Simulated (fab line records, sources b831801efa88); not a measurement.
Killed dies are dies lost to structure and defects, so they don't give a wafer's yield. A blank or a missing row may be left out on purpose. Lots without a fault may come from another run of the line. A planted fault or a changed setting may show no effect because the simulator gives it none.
fab line records | flow sfq_line
record lots=6 wafers=18 last_day=92
route steps=325 shown C5@240 M6@251 I6@266 M7@281 M8@325
lots that met no fault: from a run of the same line without faults
start_h: hours from the record's first day to the start of the lot's first wafer shown | wait_h: hours since the lot's step before | " the same as in the row above | L1.1+2: a row that stands for several wafers | - no value, or no start given | * or withheld: withheld | < > ~ a bound
route shown NAME@n: a module of which the file shows steps, and the number in the route of the first | usual: mean/standard deviation of fault-free wafers | same: alike in all rows | chamber/n: place in a boat | sites: the reading at each site | _std_site: their standard deviation | _edge_site: outer sites' mean less inner sites' | radius_mm: how far each site lies from the wafer's centre | mask NAME#n: copy n | behind: the tool/chamber that last shaped the wafer | hold: why the lot was held/for how many hours/how that ended | device: the transistor (n, p or np) that didn't switch | end of line: the same wafers' tests at the end of the route | a step without rows: its recipe alone | killed: dies lost to structure and defects at the first sort, not the wafer's yield | map: a wafer's dies, x killed, . not, _ none there
set.NAME: the setting as run; set.NAME@STEP: as run at that earlier step | model.NAME: the simulator's own value behind a step, which no gauge read
lots at some steps of the route; a table a step, a row a wafer
services: from which hour (start_h, from the record's first day; less than 0 if before it) a tool's chamber was out of use, for how many hours, and why
## steps
# step SFQ_TRILAYER_C5_LITHO_COAT_156
# recipe resist=BARC spin_rpm=3000 resist_thk_nm=62
# step SFQ_TRILAYER_C5_LITHO_COAT_151
# recipe resist=KrF spin_rpm=3000 resist_thk_nm=650
# step SFQ_TRILAYER_C5_LITHO_SOFTBAKE_155
# recipe temp_c=withheld time_s=withheld resist=KrF
# step SFQ_TRILAYER_C5_LITHO_EXPOSE_152
# recipe mask_id=C5 na=0.6 source_shape=conventional sigma_outer=0.65 target_cd_nm=500 dose_mj=21.3
# step SFQ_TRILAYER_C5_LITHO_PEB_154
# recipe peb_temp_c=115 peb_time_s=60 resist=KrF
# step SFQ_TRILAYER_C5_LITHO_DEVELOP_153
# recipe time_s=60 resist=KrF
# step SFQ_C5_OVL_MEAS_937
# usual C5_OVL=4/6.2
# columns lot.wafer tool chamber start_h wait_h C5_OVL[nm]
L531.1 overlay-01 - 1716.30 0.1 5
L531.2 " - " " 11
L531.3 " - " " 8
L544.1 overlay-01 - 1832.46 0.1 -2
L544.2 " - " " 5
L544.5 " - " " 0
L545.1 overlay-01 - 1837.06 0.1 6
L545.4 " - " " 6
L545.6 " - " " 6
L550.3 overlay-01 - 1875.26 0.1 -1
L550.4 " - " " 15
L550.5 " - " " -3
L551.1 overlay-01 - 1878.85 0.1 1
L551.2 " - " " 7
L551.5 " - " " 3
L554.3 overlay-02 - 1899.06 0.1 5
L554.4 " - " " 5
L554.5 " - " " 3
# step SFQ_TRILAYER_C5_BARC_OPEN_VIA_ETCH_210
# recipe mask_material=PR chemistry=O2 target_depth_nm=125 target=BARC source_w=500 bias_w=80 pressure_mtorr=30 time_s=41.7
# usual drypump_motor_current_A=5.5/0.4 oes_product_au=0.685/0.0044
# columns lot.wafer tool chamber start_h wait_h drypump_motor_current_A oes_product_au rf_hours_counter_h
L531.1 rie_diel-04 0 1716.34 0.0 5.8 0.691 20
L531.2 " 2 " " 5.4 0.684 3
L531.3 " 3 " " 5.6 0.686 1
L544.1 rie_diel-02 0 1832.49 0.0 5.9 0.686 11
L544.2 " 3 " " 6.2 0.682 13
L544.5 " 3 " " 6.2 0.691 -
L545.1 rie_diel-02 1 1837.09 0.0 5.3 0.686 16
L545.4 " 3 " " 6.2 0.681 13
L545.6 " 1 " " 5.4 0.686 -
L550.3 rie_diel-03 3 1875.28 0.0 5.5 0.684 15
L550.4 " 0 " " 5.3 0.686 16
L550.5 " 0 " " 5.3 0.683 -
L551.1 rie_diel-02 1 1878.88 0.0 5.4 0.683 16
L551.2 " 2 " " 6.0 0.687 7
L551.5 " 2 " " 6.0 0.685 -
L554.3 rie_diel-03 2 1899.08 0.0 5.1 0.680 13
L554.4 " 0 " " 5.3 0.692 16
L554.5 " 3 " " 5.6 0.688 -
# step SFQ_TRILAYER_C5_ETCH_VIA_ETCH_154
# recipe target=SiO2 mask_material=PR chemistry=CHF3 target_depth_nm=84 source_w=500 bias_w=80 pressure_mtorr=30 time_s=withheld stop_on=Nb
# usual drypump_motor_current_A=5.5/0.39 oes_product_au=0.897/0.0089
# columns lot.wafer tool chamber start_h wait_h drypump_motor_current_A oes_product_au
L531.1 rie_diel-04 0 1716.38 0.0 5.9 0.895
L531.2 " 2 " " 5.4 0.900
L531.3 " 3 " " 5.7 0.884
L544.1 rie_diel-02 0 1832.53 0.0 5.9 0.877
L544.2 " 3 " " 6.2 0.888
L544.5 " 3 " " 6.2 0.906
L545.1 rie_diel-02 1 1837.13 0.0 5.4 0.891
L545.4 " 3 " " 6.2 0.901
L545.6 " 1 " " 5.3 0.912
L550.3 rie_diel-03 3 1875.32 0.0 5.5 0.892
L550.4 " 0 " " 5.3 0.895
L550.5 " 0 " " 5.3 0.903
L551.1 rie_diel-02 1 1878.92 0.0 5.4 0.892
L551.2 " 2 " " 6.0 0.883
L551.5 " 2 " " 5.9 0.897
L554.3 rie_diel-03 2 1899.12 0.0 5.1 0.878
L554.4 " 0 " " 5.3 0.907
L554.5 " 3 " " 5.5 0.890
# step SFQ_TRILAYER_C5_STRIP_STRIP_155
# recipe gas=O2 power_w=200 platen_temp_c=40 overash_fraction=0.65 chemistry=O2 pressure_mtorr=50
# usual drypump_motor_current_A=5.5/0.33 oes_product_au=1.000/0.014
# columns lot.wafer tool chamber start_h wait_h drypump_motor_current_A oes_product_au rf_hours_counter_h
L531.1 rie_metal-03 0 1716.42 - 5.9 1.010 103
L531.2 " 1 " " 5.2 0.998 87
L531.3 " 1 " " 5.2 1.004 -
L544.1 rie_metal-04 0 1832.58 - 5.4 1.009 40
L544.2 " 0 " " 5.4 1.007 -
L544.5 " 0 " " 5.4 1.009 -
L545.1 rie_metal-01 1 1837.18 - 6.0 1.003 78
L545.4 " 0 " " 5.3 0.983 -
L545.6 " 0 " " 5.3 0.985 -
L550.3 rie_metal-04 0 1875.57 - 5.4 1.001 -
L550.4 " 1 " " 5.5 1.015 -
L550.5 " 0 " " 5.4 0.995 -
L551.1 rie_metal-03 0 1878.97 - 5.9 1.011 123
L551.2 " 1 " " 5.2 1.001 115
L551.5 " 0 " " 5.9 1.018 -
L554.3 rie_metal-01 0 1899.37 - 5.3 0.973 -
L554.4 " 1 " " 6.0 0.994 -
L554.5 " 0 " " 5.3 0.977 -
# step SFQ_TRILAYER_C5_STRIP_SOLV_CLEAN_156
# recipe chemistry=NMP temp_c=70 time_s=600
# step SFQ_TRILAYER_M6_DEP_PRE_CLEAN_158
# recipe gas=Ar time_s=22.5 bias_v=250
# step SFQ_TRILAYER_M6_DEP_SPUTTER_157
# recipe material=Nb base_pressure_pa=1.33e-06 chamber_pressure_pa=0.1333 substrate_temp_c=20 target_thk_nm=200 power_w=2000 time_s=133.3
# usual chamber_pressure_pa=0.13331/0.00026 substrate_temp_c=20.01/0.12 throttle_valve_pct=30.0/1.2
# columns lot.wafer tool chamber start_h wait_h chamber_pressure_pa substrate_temp_c throttle_valve_pct model.Nb_of_TRILAYER_M6_DEP_SPUTTER_157.thk_nm
L531.1 pvd_sputter-06 - 1717.23 0.0 0.13313 20.06 29.6 196.9
L531.2 " - " " 0.13332 20.02 30.1 198.5
L531.3 " - " " 0.13339 19.90 31.6 200.6
L544.1 pvd_sputter-06 - 1833.98 0.0 0.13316 19.99 31.3 195.1
L544.2 " - " " 0.13328 20.04 30.0 198
L544.5 " - " " 0.13354 19.90 30.6 315.4
L545.1 pvd_sputter-06 - 1838.19 0.0 0.13332 20.21 31.4 196.2
L545.4 " - " " 0.13297 20.03 30.6 314.8
L545.6 " - " " 0.13306 20.08 29.4 198.5
L550.3 pvd_sputter-05 - 1876.17 0.0 0.13306 20.12 31.7 204.5
L550.4 " - " " 0.13342 20.00 31.0 200
L550.5 " - " " 0.13303 20.10 31.4 204.4
L551.1 pvd_sputter-04 - 1879.77 0.0 0.13383 20.02 30.5 199.3
L551.2 " - " " 0.13366 19.76 30.3 201.7
L551.5 " - " " 0.1334 19.87 30.1 203
L554.3 pvd_sputter-04 - 1899.97 0.0 0.13316 20.04 30.0 201
L554.4 " - " " 0.13323 20.00 27.3 203.3
L554.5 " - " " 0.13282 20.10 30.2 197.6
# step SFQ_M6_RS_MEAS_938
# recipe thk_meas_gauge=four-point-probe reads=Nb_of_TRILAYER_M6_DEP_SPUTTER_157
# usual M6_NB_RS=0.889/0.012
# columns lot.wafer tool chamber start_h wait_h M6_NB_RS[ohm/sq]
L531.1 film_metro-01 - 1717.32 0.0 0.902
L531.2 " - " " 0.895
L531.3 " - " " 0.886
L544.1 film_metro-02 - 1834.07 0.0 0.911
L544.2 " - " " 0.900
L544.5 " - " " 0.563
L545.1 film_metro-02 - 1838.28 0.0 0.905
L545.4 " - " " 0.564
L545.6 " - " " 0.896
L550.3 film_metro-02 - 1876.30 0.1 0.871
L550.4 " - " " 0.890
L550.5 " - " " 0.870
L551.1 film_metro-01 - 1879.86 0.0 0.890
L551.2 " - " " 0.879
L551.5 " - " " 0.875
L554.3 film_metro-04 - 1900.10 0.1 0.886
L554.4 " - " " 0.875
L554.5 " - " " 0.901
# step SFQ_TRILAYER_M6_LITHO_COAT_164
# recipe resist=BARC spin_rpm=3000 resist_thk_nm=62
# step SFQ_TRILAYER_M6_LITHO_COAT_159
# recipe resist=KrF spin_rpm=3000 resist_thk_nm=600
# step SFQ_TRILAYER_M6_LITHO_SOFTBAKE_163
# recipe temp_c=withheld time_s=withheld resist=KrF
# step SFQ_TRILAYER_M6_LITHO_EXPOSE_160
# recipe mask_id=M6 na=0.6 source_shape=conventional sigma_outer=0.65 target_cd_nm=500 dose_mj=14.4
# step SFQ_TRILAYER_M6_LITHO_PEB_162
# recipe peb_temp_c=115 peb_time_s=60 resist=KrF
# step SFQ_TRILAYER_M6_LITHO_DEVELOP_161
# recipe time_s=60 resist=KrF
# step SFQ_M6_OVL_MEAS_940
# usual M6_OVL=2/4.9
# columns lot.wafer tool chamber start_h wait_h M6_OVL[nm]
L531.1 overlay-01 - 1729.11 0.1 4
L531.2 " - " " 2
L531.3 " - " " 2
L544.1 overlay-02 - 1913.98 0.1 -1
L544.2 " - " " 3
L544.5 " - " " -1
L545.1 overlay-01 - 1919.53 0.1 11
L545.4 " - " " 9
L545.6 " - " " 0
L550.3 overlay-02 - 1925.54 0.1 -3
L550.4 " - " " -2
L550.5 " - " " -3
L551.1 overlay-02 - 1926.76 0.1 -5
L551.2 " - " " -2
L551.5 " - " " -1
L554.3 overlay-02 - 1930.34 0.1 -12
L554.4 " - " " 0
L554.5 " - " " -2
# step SFQ_TRILAYER_M6_BARC_OPEN_METAL_ETCH_206
# recipe mask_material=PR chemistry=O2 target_depth_nm=125 target=BARC icp_w=600 bias_w=80 pressure_mtorr=10 time_s=41.7
# step SFQ_TRILAYER_M6_ETCH_METAL_ETCH_162
# recipe target=Nb stop_on=SiO2 mask_material=PR chemistry=Cl2/Ar target_depth_nm=240 icp_w=600 bias_w=80 pressure_mtorr=10 time_s=120
# usual drypump_motor_current_A=5.5/0.33 oes_product_au=0.894/0.0087
# columns lot.wafer tool chamber start_h wait_h drypump_motor_current_A oes_product_au rf_hours_counter_h
L531.1 rie_metal-03 1 1729.21 0.0 5.2 0.884 88
L531.2 " 0 " " 5.9 0.898 104
L531.3 " 1 " " 5.2 0.889 -
L544.1 rie_metal-04 1 1914.08 0.0 5.5 0.889 13
L544.2 " 0 " " 5.4 0.881 57
L544.5 " 0 " " 5.4 1.002 -
L545.1 rie_metal-02 0 1919.63 0.0 5.5 0.876 32
L545.4 " 1 " " 6.3 1.003 -
L545.6 " 1 " " 6.3 0.892 -
L550.3 rie_metal-03 0 1925.67 0.1 5.9 0.905 -
L550.4 " 1 " " 5.1 0.890 -
L550.5 " 1 " " 5.1 0.899 -
L551.1 rie_metal-02 1 1926.86 0.0 6.3 0.888 61
L551.2 " 0 " " 5.5 0.901 34
L551.5 " 1 " " 6.3 0.902 -
L554.3 rie_metal-02 1 1930.47 0.1 6.3 0.910 -
L554.4 " 0 " " 5.5 0.900 -
L554.5 " 1 " " 6.3 0.890 -
# step SFQ_TRILAYER_M6_STRIP_STRIP_163
# recipe gas=O2 power_w=200 platen_temp_c=40 overash_fraction=0.65 chemistry=O2 pressure_mtorr=50
# step SFQ_TRILAYER_M6_STRIP_SOLV_CLEAN_164
# recipe chemistry=NMP temp_c=70 time_s=600
# step SFQ_TRILAYER_I6_DEP_PECVD_165
# recipe material=SiO2 temp_c=150 time_s=111.11 pressure_torr=2.4 rf_w=183.3 precursor=SiH4/N2O target_thk_nm=500
# usual chamber_pressure_Torr=2.400/0.0055 heater_power_outer_w=28/8.1 heater_power_w=81/15 susceptor_temp_C=149.99/0.15 throttle_valve_pct=25.9/2
# columns lot.wafer tool chamber start_h wait_h chamber_pressure_Torr heater_power_outer_w heater_power_w susceptor_temp_C throttle_valve_pct
L531.1 pecvd-01 2 1730.12 0.0 2.406 21 80 149.80 25.1
L531.2 " 1 " " 2.407 25 70 150.15 23.8
L531.3 " 0 " " 2.396 31 84 149.91 24.0
L544.1 pecvd-04 1 1914.98 0.0 2.395 27 80 149.94 25.9
L544.2 " 0 " " 2.398 25 66 150.15 29.4
L544.5 " 1 " " 2.398 30 82 150.12 25.8
L545.1 pecvd-01 2 1920.53 0.0 2.399 27 89 149.72 26.0
L545.4 " 1 " " 2.397 20 62 149.97 24.6
L545.6 " 2 " " 2.388 16 73 149.76 26.0
L550.3 pecvd-03 2 1926.73 0.0 2.406 46 108 150.08 25.1
L550.4 " 2 " " 2.396 33 92 149.98 25.3
L550.5 " 0 " " 2.401 41 106 150.08 24.2
L551.1 pecvd-04 2 1927.76 0.0 2.403 19 66 150.03 24.4
L551.2 " 0 " " 2.396 19 57 149.88 29.6
L551.5 " 2 " " 2.396 23 71 149.84 24.1
L554.3 pecvd-04 2 1931.77 0.0 2.394 14 59 149.84 24.3
L554.4 " 0 " " 2.391 26 65 149.82 29.5
L554.5 " 2 " " 2.398 17 63 149.81 24.3
# step SFQ_TRILAYER_I6_CMP_CMP_166
# recipe material=SiO2 down_force_psi=3 platen_rpm=60 pad_velocity_m_s=0.94248
# usual head_pressure_psi=3.000/0.0072 motor_current_A=10.3/0.72 time_to_endpoint_s=209/8.5
# columns lot.wafer tool chamber start_h wait_h head_pressure_psi motor_current_A time_to_endpoint_s
L531.1 cmp-01 2 1730.20 0.0 3.009 11.8 221
L531.3 " 3 " " 3.001 9.7 201
L531.2 " 1 1731.70 1.5 3.005 10.1 199
L544.1 cmp-01 1 1916.06 1.0 3.001 9.9 211
L544.2 " 2 " " 3.011 11.2 207
L544.5 " 3 " " 3.003 9.9 213
L545.4 cmp-01 1 1920.61 0.0 3.000 9.3 222
L545.1 " 2 " " 3.009 11.4 226
L545.6 " 2 1923.11 2.5 3.012 12.6 236
L550.3 cmp-02 2 1930.81 4.0 2.996 9.8 200
L550.4 " 3 " " 2.989 10.7 212
L550.5 " 2 1932.81 6.0 3.005 9.7 204
L551.1 cmp-02 0 1934.81 7.0 2.998 10.1 212
L551.2 " 1 " " 3.006 9.9 199
L551.5 " 2 " " 2.994 9.3 213
L554.3 cmp-02 0 1940.31 8.5 2.999 11.0 214
L554.4 " 1 " " 3.003 9.4 208
L554.5 " 0 1942.31 10.5 3.003 10.4 217
# step SFQ_I6_BOW_MEAS_941
# recipe mode=bow
# usual I6_BOW=7/8.7
# columns lot.wafer tool chamber start_h wait_h I6_BOW[um]
L531.1 film_metro-03 - 1733.20 2.5 12
L531.2 " - " " 13
L531.3 " - " " 26
L544.1 film_metro-03 - 1918.06 1.5 15
L544.2 " - " " 11
L544.5 " - " " 11
L545.1 film_metro-02 - 1923.61 2.0 5
L545.4 " - " " 0
L545.6 " - " " 0
L550.3 film_metro-01 - 1933.85 2.5 14
L550.4 " - " " 20
L550.5 " - " " 19
L551.1 film_metro-02 - 1936.81 1.5 1
L551.2 " - " " 12
L551.5 " - " " 8
L554.3 film_metro-03 - 1942.85 2.0 6
L554.4 " - " " 15
L554.5 " - " " 9
# step SFQ_TRILAYER_I6_METRO_MEASURE_167
# step SFQ_TRILAYER_I6_VIA_LITHO_COAT_174
# recipe resist=BARC spin_rpm=3000 resist_thk_nm=62
# step SFQ_TRILAYER_I6_VIA_LITHO_COAT_169
# recipe resist=KrF spin_rpm=3000 resist_thk_nm=650
# step SFQ_TRILAYER_I6_VIA_LITHO_SOFTBAKE_173
# recipe temp_c=withheld time_s=withheld resist=KrF
# step SFQ_TRILAYER_I6_VIA_LITHO_EXPOSE_170
# recipe mask_id=I6 na=0.6 source_shape=conventional sigma_outer=0.65 target_cd_nm=700 dose_mj=21.3
# step SFQ_TRILAYER_I6_VIA_LITHO_PEB_172
# recipe peb_temp_c=115 peb_time_s=60 resist=KrF
# step SFQ_TRILAYER_I6_VIA_LITHO_DEVELOP_171
# recipe time_s=60 resist=KrF
# step SFQ_I6_OVL_MEAS_942
# usual I6_OVL=1/5.3
# columns lot.wafer tool chamber start_h wait_h I6_OVL[nm]
L531.1 overlay-01 - 1737.96 0.1 1
L531.2 " - " " 3
L531.3 " - " " 4
L544.1 overlay-02 - 1994.00 0.1 2
L544.2 " - " " -5
L544.5 " - " " 0
L545.1 overlay-01 - 2000.00 0.1 1
L545.4 " - " " -6
L545.6 " - " " -10
L550.3 overlay-02 - 2015.86 0.1 0
L550.4 " - " " 2
L550.5 " - " " -8
L551.1 overlay-02 - 2020.65 0.1 -9
L551.2 " - " " -16
L551.5 " - " " -6
L554.3 overlay-02 - 2025.46 0.1 -2
L554.4 " - " " 4
L554.5 " - " " -2
# step SFQ_TRILAYER_I6_VIA_BARC_OPEN_VIA_ETCH_235
# recipe mask_material=PR chemistry=O2 target_depth_nm=125 target=BARC source_w=500 bias_w=80 pressure_mtorr=30 time_s=41.7
# step SFQ_TRILAYER_I6_VIA_ETCH_VIA_ETCH_172
# recipe target=SiO2 stop_on=Nb mask_material=PR taper_deg=20 chemistry=CHF3 target_depth_nm=260 source_w=500 bias_w=80 pressure_mtorr=30 time_s=withheld
# step SFQ_TRILAYER_I6_VIA_STRIP_STRIP_173
# recipe gas=O2 power_w=200 platen_temp_c=40 overash_fraction=0.65 chemistry=O2 pressure_mtorr=50
# step SFQ_TRILAYER_I6_VIA_STRIP_SOLV_CLEAN_174
# recipe chemistry=NMP temp_c=70 time_s=600
# step SFQ_TRILAYER_M7_DEP_PRE_CLEAN_176
# recipe gas=Ar time_s=22.5 bias_v=250
# step SFQ_M8_BOW_MEAS_951
# recipe mode=bow
# usual M8_BOW=8/8.1
# columns lot.wafer tool chamber start_h wait_h M8_BOW[um] model.etest.m6.comb_log10_ohm model.etest.m6.ohm_sq
L531.1 film_metro-02 - 1755.98 0.0 13 12 0.9039
L531.2 " - " " 14 12 0.8966
L531.3 " - " " 28 12 0.8873
L544.1 film_metro-04 - 2188.62 0.0 17 12 0.9125
L544.2 " - " " 12 12 0.8989
L544.5 " - " " 11 0 0.5644
L545.1 film_metro-04 - 2193.09 0.0 8 12 0.9071
L545.4 " - " " 1 0 0.5654
L545.6 " - " " 4 12 0.8967
L550.3 film_metro-01 - 2203.75 0.0 16 12 0.8705
L550.4 " - " " 21 12 0.89
L550.5 " - " " 22 12 0.8708
L551.1 film_metro-02 - 2207.44 0.0 5 12 0.893
L551.2 " - " " 16 12 0.8824
L551.5 " - " " 11 12 0.8769
L554.3 film_metro-04 - 2213.65 0.0 12 12 0.8858
L554.4 " - " " 19 12 0.8757
L554.5 " - " " 13 12 0.9007
## services
# columns tool chamber start_h hours kind
cmp-01 - 1727.59 1.3 repair
rie_diel-02 - 1735.07 0.2 repair
cmp-02 - 1743.67 0.7 repair
rie_diel-03 2 1757.95 15.7 repair
cmp-02 - 1768.02 7.1 pm
cmp-02 - 1775.08 4.0 pm
rie_diel-02 1 1776.30 2.3 repair
cmp-02 - 1783.56 9.6 pm
rie_metal-03 0 1786.01 32.8 repair
pvd_sputter-06 - 1799.30 0.9 repair
cmp-01 - 1808.61 0.2 repair
pvd_sputter-06 - 1815.36 5.3 repair
pecvd-04 - 1831.56 14.6 pm
rie_metal-04 - 1843.62 1.9 repair
rie_metal-02 - 1851.52 1.2 repair
rie_diel-03 1 1857.22 4.6 repair
rie_metal-03 - 1885.53 0.5 repair
rie_diel-03 - 1903.89 1.2 repair
rie_diel-03 1 1903.97 3.8 repair
rie_diel-02 - 1912.69 0.7 repair
rie_diel-02 0 1921.37 12.4 repair
rie_diel-03 3 1934.31 1.9 repair
rie_diel-03 3 1937.54 6.5 repair
rie_diel-03 1 1939.02 3.7 repair
## key
first_sign step=SFQ_M6_RS_MEAS_938 reading=M6_NB_RS direction=down sigmas=27 usual=0.889 struck=0.563
effect step=SFQ_TRILAYER_M6_ETCH_METAL_ETCH_162 reading=oes_product_au direction=up sigmas=13 usual=0.894 struck=1.003
model_effect step=SFQ_TRILAYER_M6_DEP_SPUTTER_157 value=Nb_of_TRILAYER_M6_DEP_SPUTTER_157.thk_nm without=199.7 struck=315.1
model_effect step=SFQ_M8_BOW_MEAS_951 value=etest.m6.comb_log10_ohm without=12 struck=0
met_at SFQ_TRILAYER_M6_DEP_SPUTTER_157
struck_wafers L544.5,L545.4
onset_between 1717.23 1833.98
fault kind=process_parameter_drift tool=pvd_sputter-06 chamber=- onset_h=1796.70 steps=SFQ_TRILAYER_M6_DEP_SPUTTER_157 channel=target_thk_nm offset=115.43 shape=step end_h=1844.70 scope=struck_wafers_only acts_in=these_recipes_only stated=200
